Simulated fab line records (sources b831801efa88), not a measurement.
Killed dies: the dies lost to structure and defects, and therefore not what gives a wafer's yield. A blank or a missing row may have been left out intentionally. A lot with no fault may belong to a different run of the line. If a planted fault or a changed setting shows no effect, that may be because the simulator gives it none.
A struck lot beside a sound one || flow sky130 || 17 out of 708 route steps
Sound: the wafers L267.2, L267.4, L267.6. Struck: wafer L283.3 (left out: L283.1, a lot-mate that was not struck); the cause follows at the end.
For every step that has rows: the tool of each side, followed by ch and its chambers, followed by its first start. Under that, the readings that differ: sound wafers || struck wafers || difference of the means || sigmas: that difference in standard deviations of wafers without a fault.
alike: words and numbers the same on both sides, and readings whose means are apart by under 2 such deviations; not compared: readings that were withheld, readings missing a value for some wafer, numbers with overlapping values and no deviation given by the record, and bounds like >300 which may hide the same value.
Wherever a step has rows on one side only, a row that says differs or no value, or a row with sigmas, the two part there. Numbers that don't overlap but have no deviation are shown without sigmas and don't part them. A reading that every wafer of one side lacks parts them only if that side has two wafers or more.

SKY_LOCAL_INTERCONNECT_RS_MEAS_01: measurement is done with a four-point probe.
  sound: filmMetro-04 at day 31 11:03; struck: filmMetro-02 at day 36 11:15
  alike: LOCAL_INTERCONNECT_TIN_RS
SKY_LOCAL_INTERCONNECT_THK_MEAS_02: measures by xrf.
  sound: filmMetro-04 at day 31 11:10; struck: filmMetro-02 at day 36 11:22
  alike: LOCAL_INTERCONNECT_TIN_THK
then, 8 steps without rows for these wafers: SKY_LOCAL_INTERCONNECT_DEHYDRATE_03 (time 60 s); SKY_LOCAL_INTERCONNECT_HMDS_04 (prime time 60 s); SKY_LOCAL_INTERCONNECT_COAT_05 (resist thk 60 nm); SKY_LOCAL_INTERCONNECT_COAT_06 (resist thk 450 nm); SKY_LOCAL_INTERCONNECT_SOFTBAKE_07 (time 90 s); SKY_LOCAL_INTERCONNECT_EXPOSE_08 (exposes mask LI1M, target cd 170 nm); SKY_LOCAL_INTERCONNECT_PEB_09; SKY_LOCAL_INTERCONNECT_DEVELOP_10 (develop time 60 s).
SKY_LOCAL_INTERCONNECT_CD_MEAS_11: the cd target is 170 nm.
  sound: cdSem-01 at day 32 14:08; struck: cdSem-01 at day 37 13:18
  alike: cdNm
SKY_LOCAL_INTERCONNECT_OVL_MEAS_12:
  sound: overlay-01 at day 32 14:15; struck: overlay-01 at day 37 13:25
  alike: LOCAL_INTERCONNECT_OVL
SKY_LOCAL_INTERCONNECT_ETCH_13: etches BARC in N2/H2, stops on SiO2, time 45.9 s, target depth 60 nm.
  sound on rieMetal-02 ch 0,1, day 32 14:17; struck on rieMetal-01 ch 1, day 37 13:27
{"reading": "drypumpMotorCurrentA (A)", "sound": "5.5 5.1 5.0", "struck": 6.5, "difference": "+1.3", "sigmas": "+3"}
{"reading": "oesProductAu (a.u.)", "sound": "0.861 0.849 0.856", "struck": 0.819, "difference": -0.036, "sigmas": -7}
{"reading": "runLengthS (s)", "sound": "76.8 76.9 77.3", "struck": 78.5, "difference": "+1.5", "sigmas": "+2"}
{"reading": "model.KrF-thick_of_LOCAL_INTERCONNECT_COAT_06.thkNm (nm)", "sound": "392.6 393.6 393.8", "struck": 389.7, "difference": -3.6, "sigmas": ""}
{"reading": "model.SiO2_of_SONOS_ONO_CVD_04.thkNm (nm)", "sound": "4.207 4.227 4.152", "struck": 4.101, "difference": -0.094, "sigmas": ""}
  alike: throttleValvePct
  not compared: rfHoursCounterH
SKY_LOCAL_INTERCONNECT_METAL_ETCH_14: etches TiN in Cl2/BCl3, stops on PSG, target depth 110 nm, time 31.4 s.
  sound on rieMetal-02 ch 0,1, day 32 14:22; struck on rieMetal-01 ch 1, day 37 13:31
{"reading": "drypumpMotorCurrentA (A)", "sound": "5.4 5.0 5.0", "struck": 6.5, "difference": "+1.4", "sigmas": "+3"}
{"reading": "oesProductAu (a.u.)", "sound": "0.944 0.946 0.950", "struck": 0.932, "difference": -0.015, "sigmas": -2}
{"reading": "runLengthS (s)", "sound": "63.0 62.5 63.0", "struck": 59.2, "difference": -3.6, "sigmas": -5}
{"reading": "model.KrF-thick_of_LOCAL_INTERCONNECT_COAT_06.thkNm (nm)", "sound": "348.9 349.9 350.2", "struck": 346.3, "difference": -3.4, "sigmas": ""}
  alike: throttleValvePct
  not compared: rfHoursCounterH
SKY_LOCAL_INTERCONNECT_STRIP_15: strips in O2/N2.
  sound on plasmaAsher-04 ch 0, day 32 14:26; struck on plasmaAsher-01 ch 0, day 37 13:34
{"reading": "drypumpMotorCurrentA (A)", "sound": "5.0 5.0 5.0", "struck": 6.6, "difference": "+1.6", "sigmas": "+3"}
{"reading": "stripTimeToEndpointS (s)", "sound": "4.726 4.718 4.740", "struck": 4.687, "difference": -0.041, "sigmas": -2}
  alike: oesProductAu
  not compared: rfHoursCounterH
then, 2 steps without rows for these wafers: SKY_LOCAL_INTERCONNECT_STRIP_16 (strips in post etch residue remover, time 1200 s); SKY_PAD_OPEN_PROBE_99.

## WHERE THEY PART
Last at SKY_LOCAL_INTERCONNECT_STRIP_15 as far as this record goes, first at SKY_LOCAL_INTERCONNECT_ETCH_13.

WHY: what had been put in by the simulator
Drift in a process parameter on rieMetal-01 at SKY_LOCAL_INTERCONNECT_ETCH_13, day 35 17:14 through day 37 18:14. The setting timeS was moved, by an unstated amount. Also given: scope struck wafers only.
